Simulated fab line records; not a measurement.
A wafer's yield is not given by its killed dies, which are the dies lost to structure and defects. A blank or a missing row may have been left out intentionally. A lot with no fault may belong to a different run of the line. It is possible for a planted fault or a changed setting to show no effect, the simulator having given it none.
A lot that was struck, set against a sound lot -- flow gf180mcu -- 17 out of 602 route steps
Sound: these wafers, L957.1, L957.3, L957.6. The struck wafers were L952.1, L952.2, L952.3. Last of all comes the cause.
Per side, at each step with rows, come the tool, then ch with its chambers, and then its first start. Under that, the readings that differ: sound wafers -- struck wafers -- difference of the means -- sigmas: that difference in standard deviations of wafers without a fault.
alike: readings whose means differ by less than 2 such deviations, and words and numbers that are the same on both sides. not compared: withheld readings, readings that some wafer has no value for, bounds like >300 that may hide the same value, and numbers for which the record gives no deviation and whose values overlap.
A row with sigmas, a row that says differs or no value, or rows on one side alone: a step with any of these is where the two part. Numbers that don't overlap but have no deviation are shown without sigmas and don't part them. Lack of a reading on every wafer of one side parts them only where that side has two or more wafers.

GF_V3_BOW_MEAS_05:
  sound: filmMetro-04 at day 28 11:07; struck: filmMetro-03 at day 26 20:04
  alike: V3_BOW
then, 8 steps without rows for these wafers: GF_V3_DEHYDRATE_06 (time 60 s); GF_V3_HMDS_07 (prime time 60 s); GF_V3_COAT_08; GF_V3_COAT_09 (resist thk 1000 nm); GF_V3_SOFTBAKE_10 (time 60 s); GF_V3_EXPOSE_11 (exposes mask Via3, target cd 260 nm); GF_V3_PEB_12 (peb time 90 s); GF_V3_DEVELOP_13 (develop time 60 s).
GF_V3_CD_MEAS_14: the cd target is 260 nm.
  sound: cdSem-01 at day 29 04:56; struck: cdSem-01 at day 27 15:53
  alike: cdNm
GF_V3_OVL_MEAS_15:
  sound: overlay-02 at day 29 05:03; struck: overlay-02 at day 27 16:01
  alike: V3_OVL
GF_V3_ETCH_16: etches BARC in N2/H2.
  sound on rieDiel-04 ch 0,1,3, day 29 05:05; struck on rieDiel-03 ch 1,2,3, day 27 16:02
  alike: drypumpMotorCurrentA, oesProductAu, rfFwdPowerW, throttleValvePct
GF_V3_ETCH_17: etches SiO2 in C4F8/O2/Ar, stops on TiN, target depth 635 nm.
  sound on rieDiel-04 ch 0,1,3, day 29 05:00; struck on rieDiel-03 ch 1,2,3, day 27 16:00
reading,sound,struck,difference,sigmas
oesProductAu (a.u.),0.866 0.866 0.852,0.853 0.843 0.858,-0.010,-2
rfFwdPowerW (W),1501 1506 1485,1735 1736 1729,+236,+52
model.TiN_of_M3_SPUTTER_04.thkNm (nm),48.99 48.92 48.03,46.27 46.88 46.37,-2.14,
GF_V3_STRIP_18: strips in O2/N2.
  sound on plasmaAsher-01 ch 0,1, day 29 05:13; struck on plasmaAsher-02 ch 0,1, day 27 16:10
  alike: drypumpMotorCurrentA, heaterPowerW, oesProductAu
  not compared: rfHoursCounterH
GF_V3_STRIP_19: strips in post etch residue remover, time 1200 s.
  sound on wetBench-02 ch 0, day 29 05:19; struck on wetBench-03 ch 3, day 27 16:16
reading,sound,struck,difference,sigmas
model.TiN_of_M3_SPUTTER_04.thkNm (nm),48.57 48.5 47.6,45.86 46.46 45.95,-2.13,
  alike: tempC
then, 1 step without rows for these wafers: GF_V3_CLEAN_20 (cleans in DIW).
-- the record jumps here: 6 days lie between the struck wafers' starts before and after (it left off in module V3 and takes up again in module PASSIVATION, whose first step shown is number 602 of the route) --
GF_PASSIVATION_PROBE_99:
  the record has rows for the struck wafers here (prober-01, day 33 11:11) and none for the sound ones

## WHERE THEY PART
Last at GF_PASSIVATION_PROBE_99 as far as this record goes, first at GF_V3_ETCH_17.

WHY: whatever the simulator had introduced
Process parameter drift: rieDiel-03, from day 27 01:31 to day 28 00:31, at GF_V3_ETCH_17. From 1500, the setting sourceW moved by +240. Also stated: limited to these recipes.
